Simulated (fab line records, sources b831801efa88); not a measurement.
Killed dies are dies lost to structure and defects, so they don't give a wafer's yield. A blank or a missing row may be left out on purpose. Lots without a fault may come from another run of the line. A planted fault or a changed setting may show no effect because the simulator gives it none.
A struck lot beside a sound one | flow sky130 | 15 steps out of a route of 708
Sound: wafers L726.1, L726.2, L726.6. Struck: wafers L740.1, L740.4, L740.6. The cause comes at the end.
At each step with rows: each side's tool, then ch and its chambers, then its first start. Under that, the readings that differ: sound wafers | struck wafers | difference of the means | sigmas: that difference in standard deviations of wafers without a fault.
alike: readings whose means differ by less than 2 such deviations, and words and numbers that are the same on both sides. not compared: withheld readings, readings that some wafer has no value for, bounds like >300 that may hide the same value, and numbers for which the record gives no deviation and whose values overlap.
The two part at a step that has a row with sigmas, a row that says differs or no value, or rows on one side only. Numbers that don't overlap but have no deviation are shown without sigmas and don't part them. A reading that every wafer of one side lacks parts them only if that side has two wafers or more.

SKY_LDD_LDN_TW_MEAS_13:
  sound on film_metro-03, day 23 02:37; struck on film_metro-01, day 28 17:12
  alike: LDD_LDN_TW
then, 2 steps without rows for these wafers: SKY_LDD_LDN_CLEAN_14 (cleans in SC1/SC2, time 150 s); SKY_SPACER_CVD_00 (deposits Si3N4 from DCS/NH3, target thk 43.1 nm, time 740 s).
SKY_SPACER_THK_MEAS_01:
  sound on film_metro-04, day 23 03:55; struck on film_metro-02, day 28 18:31
  alike: SPACER_CVD_00_THK
SKY_SPACER_ETCHBACK_02: etches Si3N4 in CH3F/O2, stops on SiO2, time 46.7 s, target depth 45 nm.
  sound on rie_diel-02 ch 0,3, day 23 03:59; struck on rie_diel-04 ch 1,3, day 28 18:35
  alike: drypump_motor_current_A, oes_product_au, throttle_valve_pct
  not compared: rf_hours_counter_h
then, 7 steps without rows for these wafers: SKY_POLY_CUT_DEHYDRATE_00 (time 60 s); SKY_POLY_CUT_HMDS_01 (prime time 60 s); SKY_POLY_CUT_COAT_02 (resist thk 60 nm); SKY_POLY_CUT_COAT_03 (resist thk 450 nm); SKY_POLY_CUT_SOFTBAKE_04 (time 90 s); SKY_POLY_CUT_EXPOSE_05 (exposes mask NPCM, target cd 270 nm); SKY_POLY_CUT_PEB_06.
SKY_POLY_CUT_DEVELOP_07: develop time 60 s.
  sound on litho_track-03 ch 0, day 24 09:00; struck on litho_track-03 ch 0, day 29 23:00
  reading              | sound             | struck            | difference | sigmas
  developer_temp_C (C) | 20.95 20.94 21.04 | 20.17 20.09 20.08 | -0.86      | -8
  alike: exhaust_pa
SKY_POLY_CUT_CD_MEAS_08: target cd 270 nm.
  sound on cd_sem-02, day 24 09:53; struck on cd_sem-02, day 29 23:41
  alike: cd_nm
-- the record jumps here: 20 days lie between the struck wafers' starts before and after (it left off in module POLY_CUT and takes up again in module PAD_OPEN, whose first step shown is number 708 of the route) --
SKY_PAD_OPEN_PROBE_99:
  sound on prober-01, day 46 01:45; struck on prober-02, day 49 16:44
  alike: killed_at_M0_to_M3, killed_at_M4_up, killed_at_contacts, killed_at_front_end, killed_at_other, killed_dies, killed_open, killed_short

WHERE THEY PART
Only at SKY_POLY_CUT_DEVELOP_07, within this record. Later steps at which nothing parts them and some readings are alike: SKY_POLY_CUT_CD_MEAS_08, SKY_PAD_OPEN_PROBE_99.

WHY: what the simulator had put in
Process parameter drift: litho_track-03, from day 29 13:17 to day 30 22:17, at SKY_POLY_CUT_DEVELOP_07. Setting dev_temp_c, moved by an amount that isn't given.
